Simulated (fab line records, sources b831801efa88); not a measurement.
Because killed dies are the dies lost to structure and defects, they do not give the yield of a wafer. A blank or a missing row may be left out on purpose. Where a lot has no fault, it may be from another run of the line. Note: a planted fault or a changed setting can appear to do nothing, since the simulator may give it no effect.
Matching of chambers -- flow sky130 -- cmp-02 running SKY_FIELD_ISO_CMP_27: 4 sister chambers
The step polishes, stops on Si3N4, t overpolish 16 s, target thk 457.8 nm. 27 wafers are shown with their chamber, then 12 later ones without.

EACH WAFER AND ITS CHAMBER
wafer,chamber,motor_current_A (A),time_to_endpoint_s (s),overpolish_run_s (s)
L075.1,2,12.4,112,16.003
L075.4,1,12.2,108,15.988
L075.6,1,11.6,107,16.003
L076.1,2,11.9,122,15.997
L076.2,3,12.3,120,15.987
L076.4,1,12.4,113,16.002
L077.4,0,10.2,105,16.015
L077.5,2,12.3,120,15.989
L077.6,3,11.7,118,15.993
L078.1,2,12.0,116,16.004
L078.3,1,12.4,111,16.004
L078.6,3,11.4,117,15.999
L082.2,0,10.3,108,16.001
L082.5,0,10.1,111,15.994
L082.6,1,11.1,109,16.001
L083.2,2,12.3,118,16.006
L083.4,1,12.0,109,15.997
L083.6,3,11.7,117,16.006
L085.1,1,11.6,106,15.988
L085.4,0,9.1,111,15.996
L085.5,1,12.1,108,15.994
L089.1,3,12.0,119,15.992
L089.2,1,11.9,114,15.996
L089.5,0,10.2,111,16.005
L090.3,0,10.2,106,15.999
L090.4,2,12.6,115,16.006
L090.5,1,12.0,108,16.001

SIGNATURES (averages over the wafers above)
reading,chamber 0,chamber 1,chamber 2,chamber 3,scatter within a chamber
motor_current_A,10.017,11.930,12.250,11.820,0.378
time_to_endpoint_s,108.67,109.30,117.17,118.20,2.71
overpolish_run_s,16.00167,15.99740,16.00083,15.99540,0.00671
Rule: a wafer lies at a distance from a chamber equal to the root of the sum of squares, over the readings, of (its reading less the chamber's mean, divided by the reading's scatter). The wafer belongs to the nearest chamber; if the next one is less than 2 further off, it can't be placed. The scatter: take each reading less its chamber's mean, square it, sum over the shown wafers, divide by the number of wafers less the number of chambers, and take the root.

WAFERS WITH NO CHAMBER GIVEN
wafer,motor_current_A (A),time_to_endpoint_s (s),overpolish_run_s (s)
L092.1,12.6,116,16.002
L092.5,9.6,105,15.987
L092.6,11.6,109,15.998
L094.2,12.1,112,15.986
L094.3,12.7,110,16.008
L094.4,12.8,105,16.013
L095.1,12.1,123,15.999
L095.4,12.6,118,16.016
L095.5,12.8,123,15.990
L097.1,10.6,107,16.005
L097.3,11.8,107,15.993
L097.4,12.0,115,16.006

WHICH CHAMBER EACH ONE RAN IN
wafer,from the rows above,in truth
L092.1,can't be placed: 2 or 3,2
L092.5,0,0
L092.6,1,1
L094.2,can't be placed: 1 or 3 or 2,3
L094.3,can't be placed: 1 or 2 or 3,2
L094.4,can't be placed: 1 or 2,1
L095.1,can't be placed: 3 or 2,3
L095.4,can't be placed: 2 or 3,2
L095.5,can't be placed: 2 or 3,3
L097.1,0,0
L097.3,1,1
L097.4,can't be placed: 2 or 3 or 1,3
4 of 12 placed correctly. From these rows, 8 cannot be placed; in 8 the true chamber is one of the candidates. Placed wrongly: 0.
